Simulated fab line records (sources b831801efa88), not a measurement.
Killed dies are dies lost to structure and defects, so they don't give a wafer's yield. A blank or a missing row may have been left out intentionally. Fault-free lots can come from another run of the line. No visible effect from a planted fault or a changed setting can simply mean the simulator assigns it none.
Matching of chambers | flow sky130 | cmp-02 running SKY_CONTACT_CMP_04: 4 sister chambers
The step polishes SiO2. 8 wafers are shown with their chamber, then 8 later ones without.

== WAFERS PAIRED WITH THEIR CHAMBERS ==
wafer  | chamber | motor-current-A (A) | time-to-endpoint-s (s)
L599.2 | 0       | 13.1                | 85
L599.6 | 0       | 13.2                | 83
L602.1 | 1       | 11.6                | 80
L603.2 | 3       | 11.0                | 80
L603.4 | 2       | 10.8                | 73
L603.6 | 2       | 10.9                | 72
L604.1 | 3       | 10.6                | 78
L604.2 | 1       | 11.5                | 83

== WAFERS WHOSE CHAMBER IS MISSING ==
wafer  | motor-current-A (A) | time-to-endpoint-s (s)
L604.4 | 13.0                | 85
L605.4 | 11.7                | 83
L605.5 | 11.0                | 71
L605.6 | 12.0                | 79
L612.3 | 13.0                | 86
L621.1 | 12.9                | 81
L621.3 | 11.6                | 65
L621.4 | 11.2                | 78

== WHICH CHAMBER EACH WENT THROUGH ==
wafer  | from the rows above          | in truth
L604.4 | 0                            | 0
L605.4 | 1                            | 1
L605.5 | 2                            | 2
L605.6 | 1                            | 1
L612.3 | 0                            | 0
L621.1 | 0                            | 0
L621.3 | 2                            | 2
L621.4 | can't be placed: 3 or 1 or 2 | 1
Correct placement for 7 of the 8. These rows do not allow placing 1 (true chamber among the candidates in 1). Wrongly placed: 0.
How it was worked out, from the rows above alone: a wafer's distance from a chamber is the root of the sum, over the readings, of the square of ((its reading less the chamber's mean) divided by the reading's scatter). If the next closest chamber is less than 2 further off than the closest, the wafer can't be placed; otherwise it belongs to the closest. The mean given for a chamber averages the wafers shown for that chamber. How the scatter is found: for the shown wafers, subtract from each reading the mean of its chamber, square and add these, divide the total by (wafers less chambers), then take the root.
